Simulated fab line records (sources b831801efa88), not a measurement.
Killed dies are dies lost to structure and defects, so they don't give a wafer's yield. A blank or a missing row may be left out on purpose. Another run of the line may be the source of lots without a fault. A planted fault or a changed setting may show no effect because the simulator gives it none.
The tool behind it: which one? / flow sky130 / 36 wafers from 12 lots sampled at 3 of the route's 708 steps

== WHAT THE GAUGES READ, wafer by wafer ==
SKY_VIA3_OVL_MEAS_13. Usual: for VIA3_OVL the level is -2 nm and the standard deviation is 5.4.
lot=L595; measured=day 41 00:19; on=overlay-02; VIA3_OVL (nm)=-10 -15 -13; flag=
lot=L594; measured=day 41 01:19; on=overlay-02; VIA3_OVL (nm)=-2 -1 -2; flag=
lot=L596; measured=day 41 13:37; on=overlay-01; VIA3_OVL (nm)=-6 2 -2; flag=
lot=L599; measured=day 42 07:14; on=overlay-02; VIA3_OVL (nm)=1 -4 1; flag=
lot=L602; measured=day 42 23:49; on=overlay-02; VIA3_OVL (nm)=5 4 -7; flag=
lot=L603; measured=day 43 04:50; on=overlay-02; VIA3_OVL (nm)=14 8 8; flag=
lot=L607; measured=day 44 12:08; on=overlay-02; VIA3_OVL (nm)=-6 -11 -11; flag=
lot=L609; measured=day 44 18:14; on=overlay-02; VIA3_OVL (nm)=-2 -7 -6; flag=
lot=L610; measured=day 44 23:34; on=overlay-01; VIA3_OVL (nm)=-4 0 -5; flag=
lot=L611; measured=day 45 07:53; on=overlay-01; VIA3_OVL (nm)=-9 -11 -12; flag=
lot=L614; measured=day 45 23:52; on=overlay-02; VIA3_OVL (nm)=-7 -11 -15; flag=
lot=L617; measured=day 46 19:56; on=overlay-01; VIA3_OVL (nm)=0 0 -1; flag=

== TOOL THAT RAN EACH LOT (tool first, then ch and the chambers of the sampled wafers, then the start) ==
lot=L595; SKY_METAL2_SPUTTER_04=pvd_sputter-02, day 35 09:58; SKY_METAL3_DESCUM_15=rie_metal-04 ch 0,1, day 39 22:07
lot=L594; SKY_METAL2_SPUTTER_04=pvd_sputter-01, day 35 11:05; SKY_METAL3_DESCUM_15=rie_metal-01 ch 0,1, day 39 22:42
lot=L596; SKY_METAL2_SPUTTER_04=pvd_sputter-02, day 35 21:12; SKY_METAL3_DESCUM_15=rie_metal-04 ch 0,1, day 40 11:11
lot=L599; SKY_METAL2_SPUTTER_04=pvd_sputter-01, day 36 19:28; SKY_METAL3_DESCUM_15=rie_metal-01 ch 0, day 41 05:44
lot=L602; SKY_METAL2_SPUTTER_04=pvd_sputter-04, day 37 10:55; SKY_METAL3_DESCUM_15=rie_metal-01 ch 1, day 41 22:13
lot=L603; SKY_METAL2_SPUTTER_04=pvd_sputter-04, day 37 16:02; SKY_METAL3_DESCUM_15=rie_metal-01 ch 0,1, day 42 03:09
lot=L607; SKY_METAL2_SPUTTER_04=pvd_sputter-02, day 39 05:26; SKY_METAL3_DESCUM_15=rie_metal-04 ch 0,1, day 43 11:10
lot=L609; SKY_METAL2_SPUTTER_04=pvd_sputter-01, day 39 12:16; SKY_METAL3_DESCUM_15=rie_metal-02 ch 0,1, day 43 17:47
lot=L610; SKY_METAL2_SPUTTER_04=pvd_sputter-01, day 39 16:28; SKY_METAL3_DESCUM_15=rie_metal-04 ch 0,1, day 43 22:23
lot=L611; SKY_METAL2_SPUTTER_04=pvd_sputter-02, day 40 03:56; SKY_METAL3_DESCUM_15=rie_metal-01 ch 0,1, day 44 08:18
lot=L614; SKY_METAL2_SPUTTER_04=pvd_sputter-01, day 40 22:00; SKY_METAL3_DESCUM_15=rie_metal-02 ch 0,1, day 45 00:34
lot=L617; SKY_METAL2_SPUTTER_04=pvd_sputter-04, day 41 19:36; SKY_METAL3_DESCUM_15=rie_metal-01 ch 0, day 45 20:52
- SKY_METAL2_SPUTTER_04: material TiN, target thk 70 nm, time 58.3 s.
- SKY_METAL3_DESCUM_15: chemistry O2, time 8 s.

== WHAT THE TOOLS THEMSELVES READ (means of the sampled wafers that have a number; where no wafer has one, the mark that the record gives instead) ==
SKY_METAL2_SPUTTER_04. Usual: throttle_valve_pct 30.1 %, standard deviation 0.98.
lot=L595; tool=pvd_sputter-02; throttle_valve_pct (%)=30.3; flag=
lot=L594; tool=pvd_sputter-01; throttle_valve_pct (%)=30.2; flag=
lot=L596; tool=pvd_sputter-02; throttle_valve_pct (%)=30.7; flag=
lot=L599; tool=pvd_sputter-01; throttle_valve_pct (%)=29.6; flag=
lot=L602; tool=pvd_sputter-04; throttle_valve_pct (%)=30.7; flag=
lot=L603; tool=pvd_sputter-04; throttle_valve_pct (%)=30.1; flag=
lot=L607; tool=pvd_sputter-02; throttle_valve_pct (%)=30.2; flag=
lot=L609; tool=pvd_sputter-01; throttle_valve_pct (%)=30.3; flag=
lot=L610; tool=pvd_sputter-01; throttle_valve_pct (%)=30.1; flag=
lot=L611; tool=pvd_sputter-02; throttle_valve_pct (%)=30.1; flag=
lot=L614; tool=pvd_sputter-01; throttle_valve_pct (%)=30.3; flag=
lot=L617; tool=pvd_sputter-04; throttle_valve_pct (%)=30.4; flag=

SKY_METAL3_DESCUM_15. Usual: drypump_motor_current_A 5.9 A, standard deviation 0.34; oes_product_au 1.001 a.u., standard deviation 0.0084.
lot=L595; tool=rie_metal-04; drypump_motor_current_A (A)=5.8; oes_product_au (a.u.)=1.003; flag=
lot=L594; tool=rie_metal-01; drypump_motor_current_A (A)=5.7; oes_product_au (a.u.)=1.007; flag=
lot=L596; tool=rie_metal-04; drypump_motor_current_A (A)=6.1; oes_product_au (a.u.)=1.001; flag=
lot=L599; tool=rie_metal-01; drypump_motor_current_A (A)=5.9; oes_product_au (a.u.)=1.009; flag=
lot=L602; tool=rie_metal-01; drypump_motor_current_A (A)=5.3; oes_product_au (a.u.)=0.992; flag=
lot=L603; tool=rie_metal-01; drypump_motor_current_A (A)=5.5; oes_product_au (a.u.)=1.000; flag=
lot=L607; tool=rie_metal-04; drypump_motor_current_A (A)=6.0; oes_product_au (a.u.)=0.998; flag=
lot=L609; tool=rie_metal-02; drypump_motor_current_A (A)=6.1; oes_product_au (a.u.)=1.001; flag=
lot=L610; tool=rie_metal-04; drypump_motor_current_A (A)=5.8; oes_product_au (a.u.)=0.995; flag=
lot=L611; tool=rie_metal-01; drypump_motor_current_A (A)=5.7; oes_product_au (a.u.)=0.988; flag=
lot=L614; tool=rie_metal-02; drypump_motor_current_A (A)=6.2; oes_product_au (a.u.)=0.998; flag=
lot=L617; tool=rie_metal-01; drypump_motor_current_A (A)=5.9; oes_product_au (a.u.)=1.008; flag=

== THE ANSWER, worked out from the rows above alone ==
Rule: take the mean of a lot's wafers that have a number; if it is more than 3 standard deviations from the usual mean, the lot is off. A lot without any number at a reading at which 4 lots or more have one is off too. The other lots that the step has rows for count as sound. First the gauges in route order, then the tools' own readings, where a lot's mean is used as printed above. At the first step where some lot is off, the reading lying furthest off is the one used; lots without a number count as furthest.
Nothing can be told from this: no lot is off at any reading shown.

== WHAT WAS PUT IN BY THE SIMULATOR ==
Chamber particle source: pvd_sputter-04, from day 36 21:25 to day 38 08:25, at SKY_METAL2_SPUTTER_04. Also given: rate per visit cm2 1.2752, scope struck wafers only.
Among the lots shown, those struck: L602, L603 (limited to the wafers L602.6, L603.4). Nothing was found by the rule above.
